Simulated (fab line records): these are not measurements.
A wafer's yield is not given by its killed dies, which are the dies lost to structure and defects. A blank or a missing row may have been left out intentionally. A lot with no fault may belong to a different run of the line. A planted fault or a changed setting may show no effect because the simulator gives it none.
Problem report, 8D (eight disciplines) form, completed by code -- flow gf180mcu -- the parts of the form that need people (team, actions taken, sign-off) are left out

## 1. THE ISSUE
Mean M1_ALCU_RS at GF_M1_RS_MEAS_05: 0.0609 ohm/sq over 6 wafers in 2 lots; fault-free wafers: 0.0696 ohm/sq, standard deviation 0.00077. That puts it -11 standard deviations away from the usual mean.
The step: measures by four-point-probe.
First observed at day 21 01:26: wafer L266.2, on film_metro-03. Wafers with a number at this step in the record: 36, from 12 lots. The rule behind "out" and "out of limits": a value lying over 4 standard deviations away from the usual mean. All remaining wafers that have a number are taken as sound.

## 2. WHAT THIS IS AND IS NOT
question,is,is not
which readings at this step,M1_ALCU_RS,-
which lots,"L266, L268","L253, L255, L258, L260, L261, L262, L263, L264, L275, L276"
which wafers of those lots,all that have a number,-
read on which gauges,film_metro-03,"film_metro-01, film_metro-02"
when,from day 21 01:26,"up to then (24 sound wafers); but 6 sound wafers of L275, L276 came after"

## 3. SUSPECTS, AND WHAT RULES EACH OUT
Counting: any tool at a process step up to the reading is kept as a suspect provided that every lot that is out went through it and no sound lot did after the first of them.
- ruled out: the gauge at GF_M1_RS_MEAS_05. All the wafers that are out were read on film_metro-03, but those of them that GF_M1_SPUTTER_02 has rows for are out there too, on other tools.
- pvd_sputter-04 at GF_M1_SPUTTER_02 (material AlCu, target thk 450 nm, time 23.9 s): ruled out as a lasting fault. Sound lots L276 ran on it after its first lot that is out, L266 (day 21 01:19).
Left after counting: nothing in the record.

## 4. THE CAUSE (what the simulator had put in)
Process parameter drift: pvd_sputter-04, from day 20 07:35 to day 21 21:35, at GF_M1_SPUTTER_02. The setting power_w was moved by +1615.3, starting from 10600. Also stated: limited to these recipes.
It was ruled out by counting, in error; the rule expects a fault to strike all lots run on its tool from its start on, and this fault did not.

## 5. THE CHAIN OF EFFECTS, in route order
Each row: a reading where the mean over the struck wafers with a number is more than 3 standard deviations away from the usual. Only readings whose record carries a usual standard deviation are examined. hours: median over the lots of the time between each lot's start at the first step of this table that gives one and its start at this step. sigmas: the change, counted in usual standard deviations.
hours,step,reading,usual,on struck wafers,change,sigmas
0,GF_M1_SPUTTER_02,cathode_dc_power_W,10600 W,12216,+1616,+99 or more
0,GF_M1_RS_MEAS_05,M1_ALCU_RS,0.0696 ohm/sq,0.0609,-0.0087,-11
0,GF_M1_THK_MEAS_06,M1_ALCU_THK,444 nm,505,+61,+11
Its process steps:
- GF_M1_SPUTTER_02: material AlCu, target thk 450 nm, time 23.9 s.

## 6. WHAT WOULD HAVE CAUGHT IT SOONER
The first out-of-limits reading at a measuring or inspecting step in this record came at day 21 01:26, 18 hours after the fault's start at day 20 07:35.
Tool's own readings at GF_M1_SPUTTER_02, cathode_dc_power_W: out on all struck wafers the step has rows for; an alarm limit on them would have tripped on the first.
